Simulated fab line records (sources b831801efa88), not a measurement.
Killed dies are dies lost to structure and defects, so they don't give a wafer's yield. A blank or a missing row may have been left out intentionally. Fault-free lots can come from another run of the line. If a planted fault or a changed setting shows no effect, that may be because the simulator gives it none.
Which tool is to blame? | flow gf180mcu | 14 lots with 40 wafers sampled at 4 steps, on a route of 602 steps

## WHAT EACH GAUGE READ, for each wafer
GF_V5_THK_MEAS_25: measures by xrf.
lot  | measured     | on            | V5_W_THK (nm)
L615 | day 27 08:22 | film_metro-04 | 363 362 360
L616 | day 27 14:04 | film_metro-01 | 366 364 364
L617 | day 28 04:17 | film_metro-04 | 355 356 353
L619 | day 28 23:22 | film_metro-04 | 364 363 366
L622 | day 29 12:59 | film_metro-01 | 372 370 370
L624 | day 30 05:02 | film_metro-01 | 371 369 370
L625 | day 30 09:44 | film_metro-03 | 361 362 361
L626 | day 30 16:32 | film_metro-03 | 358 361 361
L628 | day 31 03:44 | film_metro-01 | 363 370 367
L629 | day 31 08:10 | film_metro-03 | 360 354 358
L630 | day 31 13:03 | film_metro-01 | 373 369 372
L631 | day 32 00:39 | film_metro-04 | 351 353 357
L634 | day 32 15:41 | film_metro-01 | 369
L637 | day 33 10:04 | film_metro-03 | 362 360 366

GF_TOP_METAL_OVL_MEAS_15.
lot  | measured     | on         | TOP_METAL_OVL (nm)
L615 | day 28 04:45 | overlay-02 | -0.1 -0.1 -1.4
L616 | day 28 10:24 | overlay-02 | 0.3 1.7 1.0
L617 | day 29 00:11 | overlay-01 | 1.1 0.8 1.3
L619 | day 29 18:59 | overlay-02 | -1.1 -0.7 -1.9
L622 | day 30 08:15 | overlay-02 | 0.1 -0.5 -0.5
L624 | day 31 00:05 | overlay-02 | -0.6 -2.5 -0.3
L625 | day 31 04:05 | overlay-01 | -0.9 -0.5 -0.3
L626 | day 31 10:41 | overlay-01 | 0.6 -0.8 1.0
L628 | day 31 21:35 | overlay-02 | 1.7 -0.3 1.2
L629 | day 32 02:35 | overlay-02 | -1.1 -1.0 0.1
L630 | day 32 06:05 | overlay-01 | 1.2 2.1 1.4
L631 | day 32 17:36 | overlay-01 | -0.9 -1.2 -0.2
L634 | day 33 08:09 | overlay-02 | -0.6
L637 | day 34 01:50 | overlay-01 | -1.2 0.7 0.2

## TOOL THAT RAN EACH LOT (tool first, then ch and the chambers of the sampled wafers, then the start)
lot  | GF_V1_CMP_26                  | GF_TOP_METAL_SPUTTER_02
L615 | cmp-01 ch 2,3, day 18 05:07   | pvd_sputter-03, day 27 08:51
L616 | cmp-01 ch 0,2,3, day 18 11:25 | pvd_sputter-03, day 27 14:33
L617 | cmp-02 ch 0,3, day 19 04:34   | pvd_sputter-02, day 28 04:44
L619 | cmp-01 ch 0,3, day 20 04:55   | pvd_sputter-03, day 28 23:51
L622 | cmp-02 ch 0,1,2, day 20 22:10 | pvd_sputter-03, day 29 13:28
L624 | cmp-01 ch 0,1, day 21 17:39   | pvd_sputter-02, day 30 05:31
L625 | cmp-01 ch 1,2,3, day 22 01:30 | pvd_sputter-01, day 30 10:13
L626 | cmp-02 ch 0,2,3, day 22 10:16 | pvd_sputter-01, day 30 17:02
L628 | cmp-02 ch 0,2, day 22 23:44   | pvd_sputter-02, day 31 04:13
L629 | cmp-01 ch 0,1,2, day 23 07:38 | pvd_sputter-02, day 31 08:38
L630 | cmp-01 ch 0,3, day 23 14:41   | pvd_sputter-03, day 31 13:31
L631 | cmp-01 ch 1,2,3, day 24 01:16 | pvd_sputter-01, day 32 01:38
L634 | cmp-01 ch 2, day 24 20:53     | pvd_sputter-03, day 32 16:28
L637 | cmp-02 ch 0,1,2, day 25 20:33 | pvd_sputter-01, day 33 10:32
- GF_V1_CMP_26: polishes, stops on SiO2, t overpolish 15 s, target thk 0 nm.
- GF_TOP_METAL_SPUTTER_02: material AlCu, target thk 900 nm, time 47.82 s.

## WHAT THE TOOLS THEMSELVES READ (means of the sampled wafers that have a number; where no wafer has one, the mark that the record gives instead)
GF_V1_CMP_26.
lot  | tool   | motor_current_A (A) | overpolish_run_s (s) | platen_rpm (rpm) | slurry_filter_dp_kPa (kPa) | time_to_endpoint_s (s)
L615 | cmp-01 | 12.1                | 14.997               | 59.97            | 13.50                      | 76
L616 | cmp-01 | 11.7                | 15.016               | 59.97            | 13.45                      | 84
L617 | cmp-02 | 11.4                | 14.992               | 60.00            | 13.53                      | 87
L619 | cmp-01 | 10.9                | 14.995               | 59.94            | 13.63                      | 84
L622 | cmp-02 | 11.6                | 15.002               | 60.02            | 13.50                      | 88
L624 | cmp-01 | 10.8                | 15.003               | 59.99            | 13.64                      | 86
L625 | cmp-01 | 11.8                | 15.001               | 60.00            | 13.40                      | 77
L626 | cmp-02 | 10.4                | 14.994               | 60.01            | 13.46                      | 83
L628 | cmp-02 | 11.2                | 14.998               | 60.02            | 13.44                      | 87
L629 | cmp-01 | 11.5                | 15.000               | 60.02            | 13.49                      | 81
L630 | cmp-01 | 10.6                | 14.995               | 60.00            | 13.51                      | 82
L631 | cmp-01 | 12.0                | 14.998               | 60.04            | 13.62                      | 81
L634 | cmp-01 | 12.5                | 14.989               | 59.98            | 13.65                      | 80
L637 | cmp-02 | 11.7                | 15.012               | 59.98            | 13.56                      | 89

GF_TOP_METAL_SPUTTER_02.
lot  | tool           | throttle_valve_pct (%)
L615 | pvd_sputter-03 | 30.5
L616 | pvd_sputter-03 | 30.2
L617 | pvd_sputter-02 | 29.8
L619 | pvd_sputter-03 | 30.6
L622 | pvd_sputter-03 | 30.6
L624 | pvd_sputter-02 | 29.6
L625 | pvd_sputter-01 | 31.0
L626 | pvd_sputter-01 | 30.9
L628 | pvd_sputter-02 | 30.4
L629 | pvd_sputter-02 | 29.7
L630 | pvd_sputter-03 | 30.5
L631 | pvd_sputter-01 | 30.9
L634 | pvd_sputter-03 | 30.9
L637 | pvd_sputter-01 | 30.2

## THE ANSWER, worked out from the rows above alone
Rule: the usual values come from the lots themselves. The widest of any qualifying gaps counts: lots, ordered by their means at a reading, are off when they make up no more than a third of the lots, leave a main group of 4 or more, and stand apart from it by 3 or more times the standard deviation of that group's means. The tables above print the reading to a certain number of digits; a main group whose means all agree to those digits is not used. A lot without any number at a reading at which 4 lots or more have one is off too. The other lots that the step has rows for count as sound. First the gauges in route order, then the tools' own readings, where a lot's mean is used as printed above. The first step at which some lot is off is used, and at that step the reading that is off furthest; a lot without a number counts as furthest.
Across all readings shown, no lot is off: no conclusion can be drawn from this.

## WHAT WAS PUT IN BY THE SIMULATOR
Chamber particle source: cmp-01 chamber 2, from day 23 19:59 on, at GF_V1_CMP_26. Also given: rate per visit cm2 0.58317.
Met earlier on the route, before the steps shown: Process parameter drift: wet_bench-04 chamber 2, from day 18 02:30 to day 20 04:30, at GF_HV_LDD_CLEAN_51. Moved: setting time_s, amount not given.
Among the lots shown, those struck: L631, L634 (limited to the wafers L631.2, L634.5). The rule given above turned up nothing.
